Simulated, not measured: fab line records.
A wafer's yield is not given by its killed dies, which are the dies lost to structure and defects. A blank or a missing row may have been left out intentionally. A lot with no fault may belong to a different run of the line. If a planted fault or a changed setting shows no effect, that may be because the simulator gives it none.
Chamber matching    flow sky130    cmp-02 running SKY_VIA2_CMP_24: 4 sister chambers
The step polishes, stops on SiO2, t overpolish 20 s, target thk 0 nm. 39 wafers are shown with their chamber, then 12 later ones without.

## WAFERS PAIRED WITH THEIR CHAMBERS
wafer   chamber  motor current A (A)  overpolish run s (s)  time to endpoint s (s)
L074.2  1        11.6                 20.006                105
L074.3  0        11.5                 20.004                106
L074.5  3        10.0                 20.009                107
L076.2  0        11.3                 20.017                107
L076.3  3        10.5                 19.997                104
L076.5  1        11.3                 19.998                104
L075.2  0        11.5                 19.990                99
L075.3  3        10.9                 19.998                98
L075.6  1        11.2                 20.017                97
L077.1  1        11.3                 20.003                103
L077.2  3        10.9                 20.011                109
L077.5  3        10.5                 20.007                102
L078.2  1        11.6                 20.012                98
L078.3  2        10.5                 19.991                105
L078.4  3        9.9                  19.994                101
L079.1  0        11.2                 19.999                105
L079.2  2        10.6                 19.994                100
L079.6  1        12.3                 20.011                100
L081.2  1        12.0                 20.002                102
L081.3  2        9.8                  19.992                104
L081.4  0        11.3                 20.008                104
L083.1  0        11.2                 19.987                101
L083.4  3        10.9                 19.997                98
L083.6  1        11.3                 19.999                101
L086.1  2        10.3                 19.990                104
L086.2  1        11.4                 20.011                99
L086.6  3        10.8                 19.994                104
L087.1  2        10.0                 19.998                98
L087.2  3        10.0                 19.994                100
L087.5  2        10.2                 20.003                101
L088.1  0        11.4                 20.005                97
L088.3  1        12.1                 20.000                101
L088.6  0        10.4                 19.985                101
L089.3  1        12.0                 20.008                97
L089.5  1        11.5                 20.025                97
L089.6  2        10.2                 20.012                105
L091.1  0        10.9                 19.993                105
L091.4  1        12.0                 19.987                102
L091.5  0        11.3                 20.005                106

SIGNATURES, as means of the wafers listed above
reading             chamber 0  chamber 1  chamber 2  chamber 3  scatter within a chamber
motor current A     11.200     11.662     10.229     10.489     0.359
overpolish run s    19.99930   20.00608   19.99714   20.00011   0.00899
time to endpoint s  103.10     100.46     102.43     102.56     3.18
Rule: a wafer lies at a distance from a chamber equal to the root of the sum of squares, over the readings, of (its reading less the chamber's mean, divided by the reading's scatter). The wafer belongs to the nearest chamber; if the next one is less than 2 further off, it can't be placed. How the scatter is found: for the shown wafers, subtract from each reading the mean of its chamber, square and add these, divide the total by (wafers less chambers), then take the root.

## WAFERS WITHOUT THEIR CHAMBER
wafer   motor current A (A)  overpolish run s (s)  time to endpoint s (s)
L092.1  11.5                 19.990                103
L092.5  10.3                 19.998                102
L092.6  11.7                 20.004                97
L095.1  10.3                 20.001                101
L095.3  11.3                 19.994                103
L095.6  9.8                  19.997                105
L096.1  11.7                 19.997                102
L096.2  10.2                 20.010                106
L096.5  11.3                 19.999                105
L097.3  10.4                 19.999                101
L097.5  10.2                 19.992                103
L097.6  11.4                 19.985                98

## WHICH CHAMBER EACH ONE RAN IN
wafer   from the rows above                in truth
L092.1  can't be placed: 0 or 1 or 3       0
L092.5  can't be placed: 2 or 3            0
L092.6  can't be placed: 1 or 0            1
L095.1  can't be placed: 2 or 3 or 0       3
L095.3  can't be placed: 0 or 1 or 3       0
L095.6  can't be placed: 2 or 3            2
L096.1  can't be placed: 1 or 0            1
L096.2  can't be placed: 3 or 2 or 0       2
L096.5  can't be placed: 0 or 1 or 3       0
L097.3  can't be placed: 3 or 2 or 0       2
L097.5  can't be placed: 2 or 3            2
L097.6  can't be placed: 0 or 1 or 3 or 2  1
Correct placement for 0 of the 12. Unplaceable from these rows: 12, with the true chamber sitting among the candidates in 11. Number placed wrongly: 0.
